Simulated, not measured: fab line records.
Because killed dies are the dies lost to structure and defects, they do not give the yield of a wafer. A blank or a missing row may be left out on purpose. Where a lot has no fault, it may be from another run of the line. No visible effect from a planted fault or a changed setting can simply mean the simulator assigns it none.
What tool caused it?	flow sky130	14 lots, 42 wafers sampled, at 3 steps of a route of 708

WHAT EACH GAUGE READ, for each wafer
SKY_VIA1_RS_MEAS_22: measurement is done with a four-point probe. Usual: VIA1_W_RS 0.425 ohm/sq, standard deviation 0.0048.
lot	measured	on	VIA1_W_RS (ohm/sq)	flag
L252	day 33 12:20	film metro-03	0.425 0.427 0.428	
L256	day 34 21:10	film metro-03	0.424 0.424 0.419	
L259	day 37 05:00	film metro-03	0.417 0.428 0.419	
L260	day 37 06:23	film metro-03	0.415 0.424 0.429	
L262	day 37 06:44	film metro-01	0.422 0.423 0.427	
L265	day 38 01:27	film metro-03	0.429 0.431 0.553	OFF
L267	day 38 13:50	film metro-03	0.548 0.421 0.425	OFF
L268	day 38 22:05	film metro-03	0.423 0.424 0.430	
L269	day 40 16:52	film metro-01	0.428 0.425 0.425	
L272	day 40 18:07	film metro-03	0.428 0.428 0.423	
L273	day 40 21:52	film metro-01	0.428 0.416 0.413	
L271	day 40 22:08	film metro-02	0.429 0.426 0.427	
L274	day 40 22:28	film metro-02	0.419 0.431 0.436	
L275	day 41 00:32	film metro-02	0.434 0.428 0.418	

SKY_VIA1_THK_MEAS_23: measures by xrf. Usual: VIA1_W_THK 271 nm, standard deviation 3.1.
lot	measured	on	VIA1_W_THK (nm)	flag
L252	day 33 12:28	film metro-03	272 269 269	
L256	day 34 21:17	film metro-03	273 272 275	
L259	day 37 05:05	film metro-03	274 266 276	
L260	day 37 06:31	film metro-03	276 272 268	
L262	day 37 06:52	film metro-01	272 272 269	
L265	day 38 01:34	film metro-03	268 266 209	OFF
L267	day 38 13:57	film metro-03	211 274 269	OFF
L268	day 38 22:12	film metro-03	273 270 270	
L269	day 40 16:59	film metro-01	270 270 272	
L272	day 40 18:14	film metro-03	270 269 273	
L273	day 40 21:58	film metro-01	271 277 279	
L271	day 40 22:16	film metro-02	267 268 269	
L274	day 40 22:35	film metro-02	273 266 264	
L275	day 41 00:40	film metro-02	266 270 277	

WHICH TOOL RAN EACH LOT (tool, then ch and the chambers of the sampled wafers, then the start)
lot	SKY_VIA1_CVD_21
L252	cvd w-01 ch 0,1, day 33 12:15
L256	cvd w-02 ch 0,1, day 34 21:04
L259	cvd w-01 ch 0,1, day 37 04:53
L260	cvd w-01 ch 0,1, day 37 06:18
L262	cvd w-02 ch 0,1, day 37 06:39
L265	cvd w-02 ch 0,1, day 38 01:20
L267	cvd w-02 ch 0,1, day 38 13:44
L268	cvd w-01 ch 0,1, day 38 21:58
L269	cvd w-01 ch 0,1, day 40 16:47
L272	cvd w-01 ch 0,1, day 40 18:02
L273	cvd w-02 ch 0,1, day 40 21:46
L271	cvd w-01 ch 0,1, day 40 22:03
L274	cvd w-02 ch 0,1, day 40 22:22
L275	cvd w-02 ch 0,1, day 41 00:27
- SKY_VIA1_CVD_21: deposits W, target thk 270 nm, time 80.902 s.

WHAT THE TOOLS THEMSELVES READ (means of the sampled wafers that have a number; where no wafer has one, the mark that the record gives instead)
SKY_VIA1_CVD_21. Usual: heater power outer w 502 W, standard deviation 74; heater power w 820 W, standard deviation 93.
lot	tool	heater power outer w (W)	heater power w (W)	flag
L252	cvd w-01	549	871	
L256	cvd w-02	482	806	
L259	cvd w-01	491	800	
L260	cvd w-01	554	866	
L262	cvd w-02	479	813	
L265	cvd w-02	484	807	
L267	cvd w-02	482	818	
L268	cvd w-01	560	869	
L269	cvd w-01	495	793	
L272	cvd w-01	489	795	
L273	cvd w-02	467	771	
L271	cvd w-01	500	797	
L274	cvd w-02	455	765	
L275	cvd w-02	454	763	

THE ANSWER, worked out from the rows above alone
Rule: take the mean of a lot's wafers that have a number; if it is more than 3 standard deviations from the usual mean, the lot is off. A lot without any number at a reading at which 4 lots or more have one is off too. Where the step has rows for the other lots, those lots are counted as sound. The gauges are gone through in route order, then the tools' own readings, and for those a lot's mean is taken as printed above. At the first step where some lot is off, the reading lying furthest off is the one used; lots without a number count as furthest.
Off: at SKY_VIA1_RS_MEAS_22 (VIA1_W_RS), L265, L267.
If a tool, at a process step before that reading, ran all the lots that are off and no sound lot after the first of them, it fits. Those tools and the gauges at SKY_VIA1_RS_MEAS_22 are tried in the same way. None of those tried fits.

WHAT WAS PUT IN BY THE SIMULATOR
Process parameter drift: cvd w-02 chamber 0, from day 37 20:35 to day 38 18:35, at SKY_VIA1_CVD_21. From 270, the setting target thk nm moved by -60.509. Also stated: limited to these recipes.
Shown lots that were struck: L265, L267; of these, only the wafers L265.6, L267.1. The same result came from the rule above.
